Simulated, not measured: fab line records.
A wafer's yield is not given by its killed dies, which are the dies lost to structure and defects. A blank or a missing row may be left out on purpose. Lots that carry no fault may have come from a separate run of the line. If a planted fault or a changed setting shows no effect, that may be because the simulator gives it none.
Matching of chambers | flow gf180mcu | GF_V2_CVD_02 on pecvd-03: 3 sister chambers
The step deposits SiO2 from TEOS, target thk 850 nm, time 94.851 s. 3 wafers are shown with their chamber, then 10 later ones without.

WAFERS WITH THEIR CHAMBER
wafer  | chamber | heater_power_w (W)
L088.4 | 2       | 604
L092.1 | 1       | 758
L092.2 | 0       | 667

WAFERS WITH NO CHAMBER GIVEN
wafer  | heater_power_w (W)
L092.3 | 612
L092.4 | 685
L092.5 | 731
L092.6 | 611
L094.1 | 773
L094.2 | 651
L094.3 | 703
L095.2 | 702
L095.4 | 719
L095.6 | 736

THE CHAMBER EACH PASSED THROUGH
wafer  | from the rows above     | in truth
L092.3 | can't be placed: 2 or 0 | 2
L092.4 | 0                       | 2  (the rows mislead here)
L092.5 | can't be placed: 1 or 0 | 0
L092.6 | can't be placed: 2 or 0 | 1
L094.1 | 1                       | 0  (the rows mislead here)
L094.2 | can't be placed: 0 or 2 | 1
L094.3 | can't be placed: 0 or 1 | 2
L095.2 | can't be placed: 0 or 1 | 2
L095.4 | can't be placed: 1 or 0 | 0
L095.6 | can't be placed: 1 or 0 | 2
Correctly placed: 0 of 10. From these rows, 8 cannot be placed; in 3 the true chamber is one of the candidates. 2 placed wrongly.
How it was worked out, from the rows above alone: a wafer's distance from a chamber is the root of the sum, over the readings, of the square of ((its reading less the chamber's mean) divided by the reading's scatter). If the next closest chamber is less than 2 further off than the closest, the wafer can't be placed; otherwise it belongs to the closest. Each chamber's mean is taken over the wafers shown for it. The scatter: root of mean squared gap, hidden wafer to nearest shown wafer, with one shown wafer a chamber.
